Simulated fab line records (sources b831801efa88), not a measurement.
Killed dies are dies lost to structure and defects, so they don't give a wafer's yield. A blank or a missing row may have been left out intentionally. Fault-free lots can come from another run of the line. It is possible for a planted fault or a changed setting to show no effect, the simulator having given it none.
Problem report in the 8D (eight disciplines) form, filled by code + flow sky130 + the parts of the form that need people (team, actions taken, sign-off) are left out

== 1. WHAT WENT WRONG ==
Mean CAPM_TIN_RS at SKY_CAPM_RS_MEAS_03: 22.96 ohm/sq over 4 wafers in 3 lots; fault-free wafers: 6.88 ohm/sq, standard deviation 0.098. So: +99 or more standard deviations from the usual mean.
The step: measures by four-point-probe.
Seen first at day 40 00:37 on film-metro-01, wafer L206.1. The record has a number at this step for 28 wafers belonging to 10 lots. By rule, "out" or "out of limits" means more than 4 standard deviations away from the usual mean. All remaining wafers that have a number are taken as sound.

== 2. WHAT IT IS, AND WHAT IT ISN'T ==
| question                    | is                             | is not                                                                                            |
|-----------------------------|--------------------------------|---------------------------------------------------------------------------------------------------|
| which readings at this step | CAPM_TIN_RS                    | -                                                                                                 |
| which lots                  | L206, L208, L210               | L199, L200, L213, L215, L219, L220, L221                                                          |
| which wafers of those lots  | L206.1, L208.1, L208.4, L210.4 | L206.2, L206.5, L210.3                                                                            |
| read on which gauges        | film-metro-01, film-metro-03   | film-metro-04                                                                                     |
| when                        | from day 40 00:37              | up to then (8 sound wafers); but 16 sound wafers of L210, L213, L215, L219, L220, L221 came after |

== 3. THE SUSPECTS, EACH WITH WHAT RULES IT OUT ==
Counting: if a tool at a process step up to the reading ran every lot that is out, it stays a suspect. Sound lots after the first of them don't rule it out here, since some wafers of a struck lot are sound.
- the gauge at SKY_CAPM_RS_MEAS_03 is ruled out. The wafers that are out were read on 2 gauges (film-metro-01, film-metro-03).
- pvd-sputter-02 at SKY_CAPM_SPUTTER_02 (material TiN, target thk 200 nm, time 166.7 s): kept. It processed each lot that is out (first: L206, day 40 00:31); up to then, its last sound lot is L200 (day 38 09:59).
Remaining after the count: pvd-sputter-02 at SKY_CAPM_SPUTTER_02.

== 4. THE CAUSE (what the simulator had put in) ==
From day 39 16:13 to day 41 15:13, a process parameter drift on pvd-sputter-02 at SKY_CAPM_SPUTTER_02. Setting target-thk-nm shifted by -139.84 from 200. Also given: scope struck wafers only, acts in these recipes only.
After counting, this tool was the only one left.

== 5. SEQUENCE OF EFFECTS, ordered by route ==
One row per reading whose mean, taken over the struck wafers that have a number, lies over 3 standard deviations from the usual. Readings are gone through only where the record gives a usual standard deviation; hours: the median, over the lots, of the time from a lot's start at the first step in this table giving one to that lot's start at this step; sigmas: the change measured in usual standard deviations.
| hours | step                   | reading            | usual       | on struck wafers | change | sigmas      |
|-------|------------------------|--------------------|-------------|------------------|--------|-------------|
| 0     | SKY_CAPM_RS_MEAS_03    | CAPM_TIN_RS        | 6.88 ohm/sq | 22.96            | +16.09 | +99 or more |
| 0     | SKY_CAPM_THK_MEAS_04   | CAPM_TIN_THK       | 201 nm      | 64               | -138   | -44         |
| 25    | SKY_CAPM_METAL_ETCH_13 | oes-product-au     | 0.943 a.u.  | 0.556            | -0.387 | -41         |
| 25    | SKY_CAPM_METAL_ETCH_13 | throttle-valve-pct | 21.899 %    | 22.143           | +0.244 | +24         |
The process steps in it:
- SKY_CAPM_METAL_ETCH_13: etches TiN in Cl2/BCl3, stops on SiO2, target depth 220 nm, time 62.9 s.

== 6. HOW IT WOULD HAVE BEEN CAUGHT EARLIER ==
The first out-of-limits reading at a measuring or inspecting step in this record came at day 40 00:37, 8 hours after the fault's start at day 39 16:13.
Of the tool readings at SKY_CAPM_SPUTTER_02 for which the record gives a usual standard deviation, none was out on any struck wafer, so an alarm limit of 4 standard deviations on them would not have fired.
L208, L210, from the lots that are out (3), started SKY_CAPM_SPUTTER_02 on pvd-sputter-02 later than day 40 00:37. A hold on the tool at that time would have spared those 2.
